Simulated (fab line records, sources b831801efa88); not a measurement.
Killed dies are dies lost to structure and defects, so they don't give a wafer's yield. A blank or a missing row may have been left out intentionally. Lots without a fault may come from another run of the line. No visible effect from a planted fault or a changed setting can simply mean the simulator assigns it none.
Which of the tools did it? | flow sky130 | Sampling: 11 lots, 33 wafers, 5 of 708 route steps

== WHAT THE GAUGES READ, wafer by wafer ==
SKY_VIA1_THK_MEAS_01.
lot  | measured     | on            | VIA1_HDPCVD_THK (nm)
L551 | day 32 22:02 | film metro-01 | 1023 1022 1028
L554 | day 33 21:43 | film metro-02 | 1045 1046 1049
L557 | day 34 18:25 | film metro-01 | 1023 1040 1036
L556 | day 34 21:27 | film metro-02 | 1042 1034 1030
L559 | day 35 21:03 | film metro-01 | 1047 1032 1041
L560 | day 35 22:32 | film metro-01 | 1031 1027 1036
L563 | day 37 01:26 | film metro-02 | 1032 1041 1018
L564 | day 37 07:06 | film metro-04 | 878 882 891
L566 | day 37 17:20 | film metro-02 | 887 872 877
L573 | day 39 12:18 | film metro-04 | 1028 1033 1057
L574 | day 39 22:58 | film metro-02 | 1064 1031 1047

SKY_VIA1_OVL_MEAS_13.
lot  | measured     | on         | VIA1_OVL (nm)
L551 | day 34 01:17 | overlay-02 | 4 14 6
L554 | day 35 00:10 | overlay-02 | -1 3 3
L557 | day 35 21:23 | overlay-01 | -5 -5 2
L556 | day 36 00:33 | overlay-01 | 12 7 10
L559 | day 36 23:54 | overlay-01 | -8 9 9
L560 | day 37 01:14 | overlay-01 | 1 9 7
L563 | day 38 04:41 | overlay-01 | 10 5 2
L564 | day 38 09:21 | overlay-01 | 11 9 2
L566 | day 38 19:14 | overlay-02 | 4 11 8
L573 | day 40 13:17 | overlay-02 | 4 10 16
L574 | day 41 00:05 | overlay-01 | 6 12 12

== WHAT TOOL EACH LOT RAN ON (gives the tool, then ch and the chambers of the sampled wafers, and finally the start) ==
lot  | SKY_METAL1_SPUTTER_04        | SKY_METAL1_METAL_ETCH_19          | SKY_VIA1_HDPCVD_00
L551 | pvd sputter-01, day 31 17:46 | rie metal-02 ch 0,1, day 32 21:15 | hdpcvd-01 ch 0,1,2, day 32 21:56
L554 | pvd sputter-03, day 32 18:05 | rie metal-04 ch 0,1, day 33 20:55 | hdpcvd-01 ch 0,1,2, day 33 21:36
L557 | pvd sputter-02, day 33 14:04 | rie metal-01 ch 0, day 34 17:32   | hdpcvd-01 ch 0,2, day 34 18:17
L556 | pvd sputter-03, day 33 18:10 | rie metal-02 ch 0,1, day 34 20:38 | hdpcvd-02 ch 0,1, day 34 21:20
L559 | pvd sputter-01, day 34 17:34 | rie metal-04 ch 0,1, day 35 20:15 | hdpcvd-02 ch 1,2, day 35 20:55
L560 | pvd sputter-02, day 34 19:11 | rie metal-02 ch 1, day 35 21:44   | hdpcvd-01 ch 0,1, day 35 22:26
L563 | pvd sputter-03, day 35 22:31 | rie metal-01 ch 0,1, day 37 00:35 | hdpcvd-02 ch 0,2, day 37 01:19
L564 | pvd sputter-03, day 36 04:00 | rie metal-02 ch 0,1, day 37 06:13 | hdpcvd-01 ch 0,1,2, day 37 06:58
L566 | pvd sputter-01, day 36 13:34 | rie metal-04 ch 0,1, day 37 16:30 | hdpcvd-01 ch 0,2, day 37 17:13
L573 | pvd sputter-01, day 38 10:02 | rie metal-02 ch 0,1, day 39 11:25 | hdpcvd-02 ch 0,2, day 39 12:10
L574 | pvd sputter-03, day 38 21:25 | rie metal-02 ch 0,1, day 39 22:05 | hdpcvd-02 ch 0,1, day 39 22:50
- SKY_METAL1_SPUTTER_04: material TiN, target thk 70 nm, time 58.3 s.
- SKY_METAL1_METAL_ETCH_19: etches the open film in Cl2/BCl3, stops on SiO2, target depth 360 nm, time 78 s.
- SKY_VIA1_HDPCVD_00: deposits SiO2, target thk 1030 nm, time 171.7 s.

== WHAT THE TOOLS THEMSELVES READ (means of the sampled wafers that have a number; where no wafer has one, the mark that the record gives instead) ==
SKY_METAL1_SPUTTER_04.
lot  | tool           | chamber pressure pa (Pa) | throttle valve pct (%)
L551 | pvd sputter-01 | 0.4001                   | 29.4
L554 | pvd sputter-03 | 0.3998                   | 31.1
L557 | pvd sputter-02 | 0.4005                   | 29.9
L556 | pvd sputter-03 | 0.4003                   | 30.7
L559 | pvd sputter-01 | 0.4001                   | 29.5
L560 | pvd sputter-02 | 0.3997                   | 29.9
L563 | pvd sputter-03 | 0.4007                   | 31.3
L564 | pvd sputter-03 | 0.3995                   | 31.1
L566 | pvd sputter-01 | 0.4000                   | 29.6
L573 | pvd sputter-01 | 0.3990                   | 29.4
L574 | pvd sputter-03 | 0.4001                   | 31.0

SKY_METAL1_METAL_ETCH_19.
lot  | tool         | drypump motor current A (A) | he backside leak sccm (sccm) | oes product au (a.u.) | throttle valve pct (%)
L551 | rie metal-02 | 5.8                         | 3.2                          | 0.851                 | 22.267
L554 | rie metal-04 | 6.1                         | 3.4                          | 0.853                 | 22.260
L557 | rie metal-01 | 5.4                         | 3.5                          | 0.856                 | 22.259
L556 | rie metal-02 | 5.8                         | 3.3                          | 0.857                 | 22.258
L559 | rie metal-04 | 6.2                         | 3.4                          | 0.856                 | 22.270
L560 | rie metal-02 | 5.6                         | 3.2                          | 0.858                 | 22.260
L563 | rie metal-01 | 6.2                         | 3.1                          | 0.852                 | 22.267
L564 | rie metal-02 | 6.0                         | 3.3                          | 0.851                 | 22.262
L566 | rie metal-04 | 6.2                         | 3.6                          | 0.852                 | 22.260
L573 | rie metal-02 | 6.0                         | 3.4                          | 0.855                 | 22.257
L574 | rie metal-02 | 5.9                         | 3.3                          | 0.857                 | 22.262

SKY_VIA1_HDPCVD_00.
lot  | tool      | pressure mtorr (mTorr) | sih4 flow sccm (sccm)
L551 | hdpcvd-01 | 5.993                  | 60.06
L554 | hdpcvd-01 | 5.996                  | 60.04
L557 | hdpcvd-01 | 6.012                  | 59.91
L556 | hdpcvd-02 | 6.007                  | 60.06
L559 | hdpcvd-02 | 6.009                  | 60.08
L560 | hdpcvd-01 | 6.001                  | 59.96
L563 | hdpcvd-02 | 6.013                  | 60.00
L564 | hdpcvd-01 | 6.000                  | 50.97
L566 | hdpcvd-01 | 5.995                  | 51.16
L573 | hdpcvd-02 | 6.002                  | 59.88
L574 | hdpcvd-02 | 6.012                  | 60.01

== THE ANSWER, worked out from the rows above alone ==
Rule: usual is defined by the lots themselves. Put in order of their means at a reading, lots are off if they are a third of the lots or fewer, leave a main group of 4 or more, and stand apart from it by a gap of 3 or more times the standard deviation of the main group's means; of several such gaps the widest counts. If all means in a main group match to the digits the tables above print for the reading, that group is not used. A lot without any number at a reading at which 4 lots or more have one is off too. Any other lot the step has rows for is counted as sound. After the gauges, taken in route order, come the tools' own readings; for these a lot's mean is taken, as printed above. The first step at which some lot is off is used, and at that step the reading that is off furthest; a lot without a number counts as furthest.
Off: L564, L566, at SKY_VIA1_THK_MEAS_01 (VIA1_HDPCVD_THK). Main group: mean 1036 nm, sd 7.2.
A tool fits if, at a process step before that reading, it ran every lot that is off, and no sound lot after the first of them. The gauges at SKY_VIA1_THK_MEAS_01 aren't tried: what is off there is off at SKY_VIA1_HDPCVD_00 too, on other tools, and a gauge's error can't cause that. One fits: hdpcvd-01 at SKY_VIA1_HDPCVD_00. Its last sound lot is L560 (day 35 22:26), its first lot that is off L564 (day 37 06:58): a fault that began between those two fits.
On the lots that are off, the tool's own readings at SKY_VIA1_HDPCVD_00 differ by more than 5 times the standard deviation of the sound lots' means, which bears it out; sih4 flow sccm reads 51.06 sccm there versus 60.00 sccm on the sound lots.

== WHAT THE SIMULATOR HAD INSERTED ==
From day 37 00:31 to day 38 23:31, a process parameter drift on hdpcvd-01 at SKY_VIA1_HDPCVD_00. Setting sih4 flow sccm shifted by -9 from 60. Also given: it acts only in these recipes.
Lots struck among those shown: L564, L566. The rule above found the same.
